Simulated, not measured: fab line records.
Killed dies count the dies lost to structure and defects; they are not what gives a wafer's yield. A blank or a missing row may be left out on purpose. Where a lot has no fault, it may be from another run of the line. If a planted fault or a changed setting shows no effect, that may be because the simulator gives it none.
A single fault, viewed from 2 desks -- flow sky130 -- every desk sees just its own numbers, and what lay behind them comes last

== THE METROLOGY DESK ==
Means of the sampled wafers that have a number, per lot and without regard to the tool the lot ran on: this is what the gauges read. The brackets show how far a lot's mean lies from the usual mean; more than 4 standard deviations puts the lot out of limits, marked OUT.
Columns: A = INCOMING_BOW at SKY_FIELD_ISO_BOW_MEAS_00, usual 0 um; B = DNWELL_TW at SKY_DNWELL_TW_MEAS_09, usual 1100
lot,first seen here,A,B
L395,day 1 10:00,0,1106
L396,day 1 15:00,-4,1097
L397,day 1 20:01,1,1097
L400,day 2 11:01,-8,1104
L402,day 2 21:00,4,1093
L406,day 3 17:00,2,1100
L409,day 4 08:00,2,1099
L411,day 4 18:00,-3,1101
L413,day 5 04:00,4,1099
L415,day 5 14:01,-4,1101
L417,day 6 00:02,4,1089
L418,day 6 05:01,6,1104
Result from this desk: across the 12 lots, nothing is out of limits.

== AT THE TOOL OWNER'S DESK: litho_track-04 ==
The tool's own readings at SKY_DNWELL_COAT_02 (resist thk 3000 nm): means of the sampled wafers that have a number, for each lot that ran on this tool. The brackets show how far a lot's mean lies from the usual mean; more than 4 standard deviations puts the lot out of limits, marked OUT.
Columns: A = spin_speed_rpm at SKY_DNWELL_COAT_02, usual 2000.0 rpm
lot,first seen here,A
L396,day 3 05:34,1999.6
L400,day 3 23:35,2000.2
L402,day 4 11:10,2262.7 (+99 or more) OUT
L406,day 5 08:04,2264.7 (+99 or more) OUT
L417,day 7 18:52,1999.2
L418,day 8 01:26,2000.6
This desk's verdict: out of limits on L402, L406, starting with L402 at day 4 11:10 (spin_speed_rpm at SKY_DNWELL_COAT_02). L396, L400, L417, L418: within limits.

== BROUGHT TOGETHER ==
The tool owner's desk could have raised an alarm at day 4 11:10, on L402, L406.
From the metrology desk's view, nothing was out of limits.
The metrology desk has L402, L406 on record, within its limits.
Every lot named ran SKY_DNWELL_COAT_02 on litho_track-04.

== WHAT THE SIMULATOR PUT IN ==
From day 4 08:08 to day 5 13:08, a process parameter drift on litho_track-04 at SKY_DNWELL_COAT_02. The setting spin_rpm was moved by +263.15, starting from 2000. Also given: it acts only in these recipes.
Shown lots that were struck: L402, L406.
Each desk's first reading out of limits, in hours after the fault started: the tool owner's desk, 3.
